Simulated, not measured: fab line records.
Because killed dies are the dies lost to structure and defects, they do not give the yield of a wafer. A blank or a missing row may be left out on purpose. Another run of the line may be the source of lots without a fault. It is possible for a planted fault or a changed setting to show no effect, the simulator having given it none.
What tool caused it? | flow gf180mcu | 39 wafers from 13 lots sampled at 2 of the route's 602 steps

## WHAT EACH GAUGE READ, for each wafer
GF_CONTACT_THK_MEAS_03. Usual: CONTACT_CVD_02_THK gives 858 nm (standard deviation 11).
lot  | measured     | on            | CONTACT_CVD_02_THK (nm) | flag
L807 | day 15 07:29 | film metro-04 | 855 856 871             |
L808 | day 16 01:14 | film metro-04 | 837 860 852             |
L810 | day 16 12:58 | film metro-04 | 855 851 857             |
L811 | day 16 21:41 | film metro-01 | 823 841 849             |
L813 | day 17 17:05 | film metro-02 | 861 874 870             |
L814 | day 17 22:56 | film metro-04 | 861 880 870             |
L815 | day 18 10:47 | film metro-02 | 833 862 849             |
L816 | day 18 22:22 | film metro-01 | 845 848 870             |
L817 | day 19 07:55 | film metro-02 | 837 847 845             |
L819 | day 20 04:19 | film metro-02 | 860 852 873             |
L821 | day 20 17:40 | film metro-01 | 853 863 843             |
L824 | day 21 19:36 | film metro-01 | 847 863 851             |
L827 | day 22 13:23 | film metro-04 | 850 854 866             |

GF_CONTACT_OVL_MEAS_15. Usual: CONTACT_OVL gives 4 nm (standard deviation 5.3).
lot  | measured     | on         | CONTACT_OVL (nm) | flag
L807 | day 16 06:00 | overlay-01 | -7 3 0           |
L808 | day 17 00:02 | overlay-01 | 6 2 9            |
L810 | day 17 12:01 | overlay-01 | 9 7 11           |
L811 | day 17 21:19 | overlay-01 | -4 -3 4          |
L813 | day 18 16:44 | overlay-02 | 4 10 14          |
L814 | day 18 22:53 | overlay-01 | 2 -4 -4          |
L815 | day 19 11:55 | overlay-02 | 2 -2 1           |
L816 | day 19 22:58 | overlay-01 | 2 3 -2           |
L817 | day 20 09:02 | overlay-01 | 4 2 10           |
L819 | day 21 03:59 | overlay-02 | 1 -4 6           |
L821 | day 21 17:53 | overlay-01 | 6 13 8           |
L824 | day 22 19:37 | overlay-01 | 2 7 3            |
L827 | day 23 12:02 | overlay-01 | 5 9 3            |

## WHICH TOOL RAN EACH LOT (tool, then ch and the chambers of the sampled wafers, then the start)
The record holds no process step before these readings.

## AS READ BY THE TOOLS THEMSELVES (means over the sampled wafers that have a number; for cases with no such wafer, the mark the record gives instead)
The record holds no such reading with a usual standard deviation.

## THE ANSWER, worked out from the rows above alone
Rule: a lot counts as off when the mean over its wafers that have a number is more than 3 standard deviations away from the usual mean. Also off: a lot with no number at a reading for which 4 or more lots have one. The other lots that the step has rows for count as sound. First the gauges in route order, then the tools' own readings, where a lot's mean is used as printed above. The first step at which some lot is off is used, and at that step the reading that is off furthest; a lot without a number counts as furthest.
Nothing can be told from this: no lot is off at any reading shown.

## WHAT WAS PUT IN BY THE SIMULATOR
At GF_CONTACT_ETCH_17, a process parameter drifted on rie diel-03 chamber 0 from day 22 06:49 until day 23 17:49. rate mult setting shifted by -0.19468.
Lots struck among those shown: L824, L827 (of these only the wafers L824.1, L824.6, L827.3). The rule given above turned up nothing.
